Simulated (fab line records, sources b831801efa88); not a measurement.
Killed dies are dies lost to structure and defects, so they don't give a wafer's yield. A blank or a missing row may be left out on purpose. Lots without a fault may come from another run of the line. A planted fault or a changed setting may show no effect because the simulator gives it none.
Which tool did it? | flow gf180mcu | 7 lots, 21 wafers sampled, at 2 steps of a route of 602

WHAT THE GAUGES READ, wafer by wafer
GF_V3_CD_MEAS_14: target cd 260 nm.
lot  | measured     | on        | cd_nm (nm)
L356 | day 23 03:27 | cd_sem-02 | 260.5 260.7 261.3
L359 | day 24 04:46 | cd_sem-02 | 258.2 257.4 259.0
L363 | day 25 08:11 | cd_sem-02 | 259.5 260.3 260.5
L368 | day 26 20:30 | cd_sem-02 | 264.8 264.9 262.9
L372 | day 28 03:59 | cd_sem-02 | 258.8 258.9 257.3
L375 | day 28 22:03 | cd_sem-01 | 259.0 259.5 259.4
L378 | day 29 23:40 | cd_sem-02 | 258.8 259.5 259.5

WHICH TOOL RAN EACH LOT (tool, then ch and the chambers of the sampled wafers, then the start)
lot  | GF_V3_PEB_12
L356 | litho_track-03 ch 0, day 23 03:07
L359 | litho_track-03 ch 0, day 24 04:27
L363 | litho_track-03 ch 0, day 25 07:50
L368 | litho_track-03 ch 0, day 26 20:10
L372 | litho_track-04 ch 0, day 28 03:40
L375 | litho_track-01 ch 0, day 28 21:42
L378 | litho_track-01 ch 0, day 29 23:20
- GF_V3_PEB_12: peb time 90 s.

THE ANSWER, worked out from the rows above alone
Rule: what is usual is taken from the lots themselves. Put in order of their means at a reading, lots are off if they are a third of the lots or fewer, leave a main group of 4 or more, and stand apart from it by a gap of 3 or more times the standard deviation of the main group's means; of several such gaps the widest counts. A main group whose means are all the same, to the digits that the tables above print for the reading, isn't used. A lot without any number at a reading at which 4 lots or more have one is off too. The other lots that the step has rows for count as sound.
Off: L368, at GF_V3_CD_MEAS_14 (cd_nm). The main group: mean 259.3 nm, standard deviation 0.92.
A tool fits if, at a process step before that reading, it ran every lot that is off, and no sound lot after the first of them. The gauges at GF_V3_CD_MEAS_14 are tried like those tools. One fits: litho_track-03 at GF_V3_PEB_12. Its last sound lot is L363 (day 25 07:50), its first lot that is off L368 (day 26 20:10): a fault that began between those two fits.

WHAT THE SIMULATOR HAD PUT IN
Process parameter drift: litho_track-03, from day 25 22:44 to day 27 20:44, at GF_V3_PEB_12. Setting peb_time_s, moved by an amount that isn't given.
Lots struck among those shown: L368. The rule above found the same.
